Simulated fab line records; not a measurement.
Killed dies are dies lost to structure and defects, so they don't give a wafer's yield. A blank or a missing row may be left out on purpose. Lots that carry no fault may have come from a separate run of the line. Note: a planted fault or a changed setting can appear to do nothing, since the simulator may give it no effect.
Split-lot experiment	flow sky130	route with 708 steps; 5 lots, 23 wafers read

THE SPLIT
At SKY_NWELL_IMPLANT_11, the setting energy_kev was moved away from the recipe's 400 on 8 of the 23 wafers read, by -3.8% to +3.3%. For the rest of the wafers, this setting stayed at what the recipe calls for.

FROM THE SPLIT TO THE READING: what the file shows between them, 4 steps
- SKY_NWELL_IMPLANT_24 (also split here: energy_kev)
- SKY_NWELL_STRIP_25: strips in O2/N2
- SKY_NWELL_CLEAN_27: cleans in SC1/SC2, time 150 s
- SKY_NWELL_RTA_28: time 30 s

THE READING
NWELL_RS (ohm/sq), read at SKY_NWELL_RS_MEAS_29 with a four-point probe. Typical for fault-free wafers on this fab line: 625.2 ohm/sq, with standard deviation 2.2 ohm/sq.

wafer	tool, chamber at the split	energy_kev as run	against the recipe	NWELL_RS, ohm/sq	against lot-mates on the recipe
L074.1	implanter-04, 0	400	recipe	626.0	-
L074.2	implanter-04, 0	400	recipe	625.2	-
L074.3	implanter-04, 0	400	recipe	624.2	-
L074.4	implanter-04, 0	400	recipe	624.9	-
L074.6	implanter-04, 0	400	recipe	625.2	-
L077.1	implanter-04, 0	406.7	+1.7%	623.2	-2.9
L077.2	implanter-04, 0	400	recipe	625.8	-
L077.4	implanter-04, 0	406.7	+1.7%	623.9	-2.2
L077.5	implanter-04, 0	400	recipe	626.6	-
L077.6	implanter-04, 0	400	recipe	625.8	-
L081.1	implanter-02, 0	384.9	-3.8%	634.6	+6.9
L081.2	implanter-02, 0	400	recipe	627.0	-
L081.3	implanter-02, 0	400	recipe	628.5	-
L081.4	implanter-02, 0	384.9	-3.8%	634.1	+6.4
L081.5	implanter-02, 0	384.9	-3.8%	632.9	+5.1
L084.2	implanter-04, 0	413.1	+3.3%	619.1	-5.7
L084.3	implanter-04, 0	400	recipe	625.8	-
L084.4	implanter-04, 0	400	recipe	623.9	-
L084.5	implanter-04, 0	413.1	+3.3%	618.8	-6.0
L084.6	implanter-04, 0	413.1	+3.3%	621.0	-3.8
L085.1	implanter-02, 0	400	recipe	622.8	-
L085.3	implanter-02, 0	400	recipe	623.4	-
L085.6	implanter-02, 0	400	recipe	622.1	-

THE FIT
A straight line over all 23 wafers: NWELL_RS changes by -1.98 ohm/sq for each +1% of energy_kev; r = -0.93; the points scatter about the line by 1.6 ohm/sq.
The same after taking each lot's own level away (the mean of its wafers on the recipe; 23 wafers): -1.6 ohm/sq for each +1%; r = -0.98; scatter 0.71 ohm/sq.
According to that fit, moving energy_kev by its largest amount changes the reading by 6 ohm/sq.
From 622.77 to 627.75 ohm/sq: that is the span of the lots' own levels, equal to 2.3 times the standard deviation above.
In other words, the slope is changed by the lot-to-lot level; the two fits disagree.
Check: +5.84 ohm/sq against its lot-mates is what the line predicts for one of the wafers moved furthest among these (-3.8%) when that wafer is left out of the fit. It came out at +6.85 ohm/sq against them.

ADDITIONAL SPLITS CARRIED BY THESE WAFERS
These wafers also went through other splits before the reading. Each is held against what the fit with the lots' levels taken away leaves over:
other split on the same wafers	wafers away from the commonest value	r with NWELL_RS (lot level and that fit taken away)
SKY_FIELD_ISO_CVD_03 time_s	18	-0.03
SKY_FIELD_ISO_SOFTBAKE_09 temp_c	5	-0.33
SKY_DNWELL_COAT_02 spin_rpm	10	-0.29
SKY_NWELL_IMPLANT_24 energy_kev	8	+0.08

THE WHOLE CHAIN: every reading that the file lists as answering this split, in the file's order
step	what it does	reading	change (the file's fit)	r (the file's)
SKY_NWELL_IMPLANT_11		implant.rp_nm (the simulator's own value, which no gauge read)	+4.4 nm for each +1% of the setting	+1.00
SKY_NWELL_IMPLANT_11		implant.drp_nm (the simulator's own value, which no gauge read)	+0.614 nm for each +1% of the setting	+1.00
SKY_NWELL_RS_MEAS_29	measures by four-point-probe	NWELL_RS	-1.6 for each +1% of the setting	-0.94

FILE'S OWN FIT
NWELL_RS changes by -1.6 ohm/sq for each +1% of energy_kev, r = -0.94.
